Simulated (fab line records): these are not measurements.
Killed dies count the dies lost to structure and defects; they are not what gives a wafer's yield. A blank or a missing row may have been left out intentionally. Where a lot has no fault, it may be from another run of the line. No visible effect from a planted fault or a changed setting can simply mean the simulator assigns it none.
2 desks, one fault	flow gf180mcu	each desk has only its own numbers; what lay behind them comes last

## FOR THE TOOL OWNER'S DESK: cmp-01
The tool's own readings at GF_V3_CMP_04 (polishes SiO2): means of the sampled wafers that have a number, for each lot that ran on this tool. Any lot whose mean is over 4 standard deviations away from the usual mean is out of limits and marked OUT; that distance is given in the brackets.
Columns: A = edge_zone_pressure_frac at GF_V3_CMP_04, usual 1.000; B = motor_current_A at GF_V3_CMP_04, usual 11.4 A; C = time_to_endpoint_s at GF_V3_CMP_04, usual 80 s
lot	first seen here	A	B	C
L485	day 21 16:19	0.999	10.9	82
L486	day 21 23:05	0.997	11.1	84
L487	day 22 11:41	1.002	11.0	76
L488	day 22 13:08	1.007	11.2	76
L491	day 23 15:34	0.999	10.9	42 (-7.8) OUT
L498	day 26 05:32	1.001	11.6	82
L501	day 27 02:59	0.998	10.9	80
L505	day 28 02:19	0.999	11.2	84
L507	day 28 11:20	1.002	11.0	79
L508	day 28 15:57	1.000	11.4	87
This desk's finding: out of limits on L491; first on L491, day 23 15:34 (time_to_endpoint_s at GF_V3_CMP_04). In limits: L485, L486, L487, L488, L498, L501, L505, L507, L508.

## FROM THE METROLOGY DESK
Lot by lot, what the gauges showed, no matter which tool ran the lot: averages of those sampled wafers that carry a number. Any lot whose mean is over 4 standard deviations away from the usual mean is out of limits and marked OUT; that distance is given in the brackets.
Columns: A = M3_ALCU_RS at GF_M3_RS_MEAS_05, usual 0.0695 ohm/sq
lot	first seen here	A
L485	day 20 15:41	0.0693
L486	day 20 21:44	0.0695
L487	day 21 11:36	0.0700
L488	day 21 12:52	0.0695
L491	day 22 15:59	0.0696
L498	day 25 07:15	0.0707
L500	day 25 16:55	0.0691
L501	day 26 05:45	0.0692
L502	day 26 08:26	0.0705
L505	day 27 05:34	0.0691
L506	day 27 12:38	0.0692
L507	day 27 14:14	0.0699
L508	day 27 18:54	0.0694
This desk's finding: nothing out of limits on any of the 13 lots.

## ALL TOGETHER
At day 23 15:34, on L491, the tool owner's desk was in a position to raise an alarm.
Nothing out of limits was seen by the metrology desk.
The metrology desk holds a record of L491, inside its limits.
GF_V3_CMP_04 was run on cmp-01 by each of the lots named.

## WHAT HAD BEEN PUT IN BY THE SIMULATOR
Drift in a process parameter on cmp-01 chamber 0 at GF_V3_CMP_04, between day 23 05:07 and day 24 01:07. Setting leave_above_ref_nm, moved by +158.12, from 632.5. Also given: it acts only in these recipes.
Lots struck among those shown: L491.
How many hours passed from the start of the fault until each desk's first out-of-limits reading: the tool owner's desk, 10.
